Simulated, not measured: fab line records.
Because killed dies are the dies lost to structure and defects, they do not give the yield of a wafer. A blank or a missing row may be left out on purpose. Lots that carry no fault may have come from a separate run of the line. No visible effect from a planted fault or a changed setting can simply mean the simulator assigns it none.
Which tool is to blame? ; flow gf180mcu ; 36 wafers from 12 lots sampled at 4 of the route's 602 steps

WHAT EACH GAUGE READ, for each wafer
GF_MVSD_TW_MEAS_11.
lot;measured;on;MVSD_TW
L128;day 4 11:25;film_metro-01;1558 1566 1559
L130;day 4 22:48;film_metro-02;1574 1571 1571
L133;day 5 16:25;film_metro-02;1577 1572 1572
L136;day 6 10:20;film_metro-01;1575 1583 1575
L139;day 7 04:56;film_metro-04;1594 1583 1593
L140;day 7 09:31;film_metro-01;1535 1538 1545
L141;day 7 16:41;film_metro-04;1548 1558 1555
L142;day 7 20:29;film_metro-01;1539 1540 1541
L144;day 8 09:10;film_metro-02;1568 1566 1559
L147;day 9 00:43;film_metro-01;1581 1582 1591
L149;day 9 14:08;film_metro-04;1574 1576 1588
L150;day 9 17:37;film_metro-04;1582 1576 1572

GF_VT_IMPLANT_RS_MEAS_46: a four-point-probe measurement.
lot;measured;on;MVSD_RS (ohm/sq)
L128;day 7 12:04;film_metro-04;456.8 455.6 455.5
L130;day 8 03:19;film_metro-02;456.1 455.3 455.4
L133;day 9 00:23;film_metro-02;454.1 455.8 455.4
L136;day 9 21:02;film_metro-04;454.6 456.0 455.9
L139;day 10 17:52;film_metro-04;456.5 455.9 456.0
L140;day 10 23:33;film_metro-02;479.6 479.0 477.9
L141;day 11 04:58;film_metro-02;477.0 477.6 475.7
L142;day 11 12:46;film_metro-01;478.5 478.8 479.3
L144;day 12 01:37;film_metro-02;457.3 458.5 458.0
L147;day 12 20:20;film_metro-04;456.1 456.0 455.9
L149;day 13 13:25;film_metro-02;456.0 456.6 456.8
L150;day 13 16:47;film_metro-01;457.2 456.7 456.5

GF_HV_LDD_CD_MEAS_31: the cd target is 400 nm.
lot;measured;on;cd_nm (nm)
L128;day 11 06:55;cd_sem-01;398.6 399.2 398.6
L130;day 12 02:27;cd_sem-01;395.4 398.7 395.2
L133;day 13 05:56;cd_sem-02;403.9 403.0 403.4
L136;day 14 03:07;cd_sem-01;398.3 399.4 400.9
L139;day 15 03:49;cd_sem-02;396.7 397.8 398.4
L140;day 15 14:17;cd_sem-01;398.4 397.1 397.6
L141;day 15 17:31;cd_sem-02;398.5 400.0 398.0
L142;day 16 01:39;cd_sem-02;397.3 397.8 399.3
L144;day 16 22:40;cd_sem-02;401.4 398.9 400.8
L147;day 17 20:08;cd_sem-01;400.3 402.4 400.8
L149;day 18 12:16;cd_sem-01;401.0 401.0 400.1
L150;day 18 21:10;cd_sem-01;398.4 402.3 398.5

WHICH TOOL RAN EACH LOT (tool, then ch and the chambers of the sampled wafers, then the start)
lot;GF_MVSD_IMPLANT_08
L128;implanter-03 ch 0, day 4 10:56
L130;implanter-04 ch 0, day 4 22:24
L133;implanter-04 ch 0, day 5 16:02
L136;implanter-04 ch 0, day 6 09:56
L139;implanter-04 ch 0, day 7 04:32
L140;implanter-04 ch 0, day 7 09:09
L141;implanter-04 ch 0, day 7 16:17
L142;implanter-04 ch 0, day 7 20:05
L144;implanter-01 ch 0, day 8 08:39
L147;implanter-03 ch 0, day 9 00:20
L149;implanter-01 ch 0, day 9 13:47
L150;implanter-03 ch 0, day 9 17:14
- GF_MVSD_IMPLANT_08

AS READ BY THE TOOLS THEMSELVES (means over the sampled wafers that have a number; for cases with no such wafer, the mark the record gives instead)
GF_MVSD_IMPLANT_08.
lot;tool;beam_energy_keV;tilt_deg (degrees)
L128;implanter-03;400.18;0.014
L130;implanter-04;400.06;-0.005
L133;implanter-04;400.02;-0.004
L136;implanter-04;400.10;-0.008
L139;implanter-04;400.11;0.005
L140;implanter-04;319.90;0.008
L141;implanter-04;319.80;0.008
L142;implanter-04;319.88;0.008
L144;implanter-01;399.93;-0.001
L147;implanter-03;400.01;-0.001
L149;implanter-01;399.90;-0.005
L150;implanter-03;399.91;-0.010

THE ANSWER, worked out from the rows above alone
Rule: what is usual is taken from the lots themselves. The widest of any qualifying gaps counts: lots, ordered by their means at a reading, are off when they make up no more than a third of the lots, leave a main group of 4 or more, and stand apart from it by 3 or more times the standard deviation of that group's means. If all means in a main group match to the digits the tables above print for the reading, that group is not used. Also off: a lot with no number at a reading for which 4 or more lots have one. Any other lot the step has rows for is counted as sound. Order of review: gauges by route order, followed by the tools' own readings, for which a lot's mean as printed above is used. At the first step where some lot is off, the reading lying furthest off is the one used; lots without a number count as furthest.
Off: L140, L141, L142, seen at GF_VT_IMPLANT_RS_MEAS_46 (MVSD_RS). The main group has a mean of 456.2 ohm/sq with a standard deviation of 0.79.
If a tool, at a process step before that reading, ran all the lots that are off and no sound lot after the first of them, it fits. The gauges at GF_VT_IMPLANT_RS_MEAS_46 aren't tried: what is off there is off at GF_MVSD_IMPLANT_08 too, on other tools, and a gauge's error can't cause that. One fits: implanter-04 at GF_MVSD_IMPLANT_08. Its last sound lot is L139 (day 7 04:32), its first lot that is off L140 (day 7 09:09): a fault that began between those two fits.
On the lots that are off, the tool's own readings at GF_MVSD_IMPLANT_08 differ by more than 5 times the standard deviation of the sound lots' means, which bears it out; beam_energy_keV reads 319.86 there versus 400.02 on the sound lots.

WHAT THE SIMULATOR HAD INSERTED
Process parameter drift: implanter-04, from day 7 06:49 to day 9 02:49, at GF_MVSD_IMPLANT_08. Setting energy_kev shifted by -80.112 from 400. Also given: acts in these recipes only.
Struck lots among those shown: L140, L141, L142. The rule given above showed the same thing.
